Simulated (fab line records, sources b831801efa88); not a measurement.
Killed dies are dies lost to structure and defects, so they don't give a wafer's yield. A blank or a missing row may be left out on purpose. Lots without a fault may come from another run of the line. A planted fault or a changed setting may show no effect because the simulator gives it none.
A struck lot beside a sound one | flow sfq_line | 17 steps out of a route of 325
Sound: wafers L339.3, L339.4, L339.5. Struck: wafer L350.2. (L350.3, L350.4 of the same lot were not struck and are left out.) The cause comes at the end.
At each step with rows: each side's tool, then ch and its chambers, then its first start. Under that, the readings that differ: sound wafers | struck wafers | difference of the means | sigmas: that difference in standard deviations of wafers without a fault.
alike: readings whose means differ by less than 2 such deviations, and words and numbers that are the same on both sides. not compared: withheld readings, readings that some wafer has no value for, bounds like >300 that may hide the same value, and numbers for which the record gives no deviation and whose values overlap.
The two part at a step that has a row with sigmas, a row that says differs or no value, or rows on one side only. Numbers that don't overlap but have no deviation are shown without sigmas and don't part them. A reading that every wafer of one side lacks parts them only if that side has two wafers or more.

SFQ_TRILAYER_I7_VIA_STRIP_STRIP_191: strips in O2.
  sound on rie_metal-01 ch 0,1, day 83 08:53; struck on rie_metal-03 ch 1, day 85 12:30
  reading                     | sound       | struck | difference                   | sigmas
  drypump_motor_current_A (A) | 6.0 5.2 6.0 | 4.8    | -0.9                         | -2
  rf_hours_counter_h (h)      | - - -       | 31     | no value on the sound wafers |
  alike: oes_product_au
then, 8 steps without rows for these wafers: SFQ_TRILAYER_I7_VIA_STRIP_SOLV_CLEAN_192 (cleans in NMP, time 600 s); SFQ_TRILAYER_M8_LITHO_LOR_COAT_197; SFQ_TRILAYER_M8_LITHO_LOR_BAKE_198; SFQ_TRILAYER_M8_LITHO_COAT_193 (resist thk 600 nm); SFQ_TRILAYER_M8_LITHO_SOFTBAKE_199; SFQ_TRILAYER_M8_LITHO_EXPOSE_194 (exposes mask M8, target cd 2000 nm); SFQ_TRILAYER_M8_LITHO_PEB_196 (peb time 60 s); SFQ_TRILAYER_M8_LITHO_DEVELOP_195 (img clear 15 s, time 55 s).
SFQ_M8_OVL_MEAS_948:
  sound on overlay-01, day 83 15:41; struck on overlay-01, day 85 19:31
  alike: M8_OVL
then, 2 steps without rows for these wafers: SFQ_TRILAYER_M8_DEP_EVAP_197 (material Ti, target thk 20 nm, time 100 s); SFQ_TRILAYER_M8_DEP_EVAP_198 (material Pt, target thk 50 nm, time 250 s).
SFQ_TRILAYER_M8_DEP_EVAP_196: material Au, target thk 180 nm, time 900 s.
  sound on pvd_sputter-02, day 83 15:56; struck on pvd_sputter-01, day 85 19:46
  reading                                          | sound             | struck | difference | sigmas
  model.Au_of_TRILAYER_M8_DEP_EVAP_196.thk_nm (nm) | 179.2 178.1 178.1 | 206.9  | +28.4      |
SFQ_M8_RS_MEAS_949: measures by four-point-probe.
  sound on film_metro-02, day 83 16:32; struck on film_metro-04, day 85 20:18
  reading           | sound                | struck | difference | sigmas
  M8_AU_RS (ohm/sq) | 0.1543 0.1556 0.1557 | 0.1334 | -0.0218    | -15
SFQ_M8_THK_MEAS_950: measures by xrf.
  sound on film_metro-02, day 83 16:38; struck on film_metro-04, day 85 20:25
  reading        | sound             | struck | difference | sigmas
  M8_AU_THK (nm) | 178.5 177.3 177.9 | 208.8  | +30.9      | +12
then, 1 step without rows for these wafers: SFQ_TRILAYER_M8_LIFTOFF_LIFTOFF_197 (chemistry NMP, time 600 s).
SFQ_M8_BOW_MEAS_951:
  sound on film_metro-02, day 83 16:54; struck on film_metro-03, day 85 20:40
  reading                 | sound                | struck | difference | sigmas
  model.etest.i7.link_ohm | 1.033 1.037 1.041    | 1.023  | -0.014     |
  model.etest.m8.ohm_sq   | 0.1543 0.1554 0.1554 | 0.1337 | -0.0213    |
  alike: M8_BOW

WHERE THEY PART
First at SFQ_TRILAYER_I7_VIA_STRIP_STRIP_191; last, within this record, at SFQ_M8_THK_MEAS_950. Later steps at which nothing parts them and some readings are alike: SFQ_M8_BOW_MEAS_951.

WHY: what the simulator had put in
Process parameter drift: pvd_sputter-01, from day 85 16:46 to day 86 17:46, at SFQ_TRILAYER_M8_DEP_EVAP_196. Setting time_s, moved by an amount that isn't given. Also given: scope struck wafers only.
